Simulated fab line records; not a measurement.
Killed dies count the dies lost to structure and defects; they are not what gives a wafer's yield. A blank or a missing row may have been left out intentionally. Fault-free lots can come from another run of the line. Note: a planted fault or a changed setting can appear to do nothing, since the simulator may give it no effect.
Which tool is to blame?	flow gf180mcu	14 lots with 42 wafers sampled at 3 steps, on a route of 602 steps

WHAT EACH GAUGE READ, for each wafer
GF_STI_BOW_MEAS_00. Usual: for INCOMING_BOW the level is -1 um and the standard deviation is 6.3.
lot	measured	on	INCOMING_BOW (um)	flag
L335	day 1 10:00	film metro-02	-4 14 1	
L336	day 1 15:00	film metro-01	-7 -6 -7	
L337	day 1 20:00	film metro-02	7 -7 -1	
L338	day 2 01:04	film metro-02	-4 4 1	
L340	day 2 11:00	film metro-02	7 -5 12	
L341	day 2 16:02	film metro-01	4 -2 -1	
L343	day 3 02:02	film metro-02	-1 -9 9	
L345	day 3 12:00	film metro-04	-7 0 1	
L346	day 3 17:00	film metro-01	0 -1 -1	
L350	day 4 13:01	film metro-01	-11 13 -11	
L354	day 5 09:02	film metro-01	-4 -12 0	
L356	day 5 19:00	film metro-01	-5 -1 1	
L357	day 6 00:00	film metro-04	-1 -4 -12	
L358	day 6 05:00	film metro-04	3 -3 2	

GF_SAB_OVL_MEAS_10. Usual: for SAB_OVL the level is 1.1 nm and the standard deviation is 1.6.
lot	measured	on	SAB_OVL (nm)	flag
L335	day 15 01:29	overlay-02	1.4 0.8 4.9	
L336	day 15 13:34	overlay-01	3.4 2.6 3.9	
L337	day 15 18:08	overlay-01	2.8 3.0 2.0	
L338	day 16 01:47	overlay-01	-0.1 -1.6 0.9	
L340	day 17 01:08	overlay-02	0.5 -0.2 0.4	
L341	day 17 09:00	overlay-01	0.6 2.9 3.0	
L343	day 18 04:41	overlay-02	2.0 2.0 1.7	
L345	day 18 20:58	overlay-01	0.9 0.0 1.8	
L346	day 19 03:55	overlay-02	-2.5 -2.6 -3.0	
L350	day 20 13:24	overlay-02	-0.2 -0.7 0.0	
L354	day 21 19:57	overlay-01	0.2 -0.8 1.7	
L356	day 22 16:37	overlay-02	-0.2 -0.5 -0.2	
L357	day 22 22:34	overlay-01	3.0 2.6 3.5	
L358	day 23 08:43	overlay-02	-1.1 -1.2 -2.0	

WHICH TOOL RAN EACH LOT (tool, then ch and the chambers of the sampled wafers, then the start)
lot	GF_VT_IMPLANT_SOFTBAKE_36
L335	litho track-01 ch 0, day 7 04:43
L336	litho track-03 ch 0, day 7 13:40
L337	litho track-01 ch 0, day 7 17:49
L338	litho track-03 ch 0, day 8 00:14
L340	litho track-03 ch 0, day 8 14:46
L341	litho track-01 ch 0, day 8 20:43
L343	litho track-01 ch 0, day 9 11:13
L345	litho track-01 ch 0, day 9 23:49
L346	litho track-03 ch 0, day 10 05:43
L350	litho track-03 ch 0, day 11 09:50
L354	litho track-01 ch 0, day 12 09:52
L356	litho track-04 ch 0, day 13 02:07
L357	litho track-01 ch 0, day 13 07:28
L358	litho track-04 ch 0, day 13 15:07
- GF_VT_IMPLANT_SOFTBAKE_36: time 60 s.

AS READ BY THE TOOLS THEMSELVES (means over the sampled wafers that have a number; for cases with no such wafer, the mark the record gives instead)
GF_VT_IMPLANT_SOFTBAKE_36. Usual: heater power total W 56.59 W, standard deviation 0.046; run length s 89.15 s, standard deviation 0.19.
lot	tool	heater power total W (W)	run length s (s)	flag
L335	litho track-01	56.56	89.31	
L336	litho track-03	56.61	89.08	
L337	litho track-01	56.60	89.13	
L338	litho track-03	56.57	89.12	
L340	litho track-03	56.57	89.10	
L341	litho track-01	56.60	89.29	
L343	litho track-01	58.37	83.60	OFF
L345	litho track-01	58.38	83.64	OFF
L346	litho track-03	56.60	89.11	
L350	litho track-03	56.63	89.07	
L354	litho track-01	56.63	89.27	
L356	litho track-04	56.59	88.84	
L357	litho track-01	56.59	89.17	
L358	litho track-04	56.57	88.92	

THE ANSWER, worked out from the rows above alone
Rule: a lot is off if the mean of its wafers that have a number lies more than 3 standard deviations from the usual mean. Also off: a lot with no number at a reading for which 4 or more lots have one. Any other lot the step has rows for is counted as sound. The gauges are gone through in route order, then the tools' own readings, and for those a lot's mean is taken as printed above. At the first step where some lot is off, the reading lying furthest off is the one used; lots without a number count as furthest.
Off, at GF_VT_IMPLANT_SOFTBAKE_36 on heater power total W: L343, L345.
If a tool, at that step or one of the process steps before it, ran each lot that is off and ran no sound lot following the first of them, it fits. No candidate that was tried fits.

WHAT HAD BEEN PUT IN BY THE SIMULATOR
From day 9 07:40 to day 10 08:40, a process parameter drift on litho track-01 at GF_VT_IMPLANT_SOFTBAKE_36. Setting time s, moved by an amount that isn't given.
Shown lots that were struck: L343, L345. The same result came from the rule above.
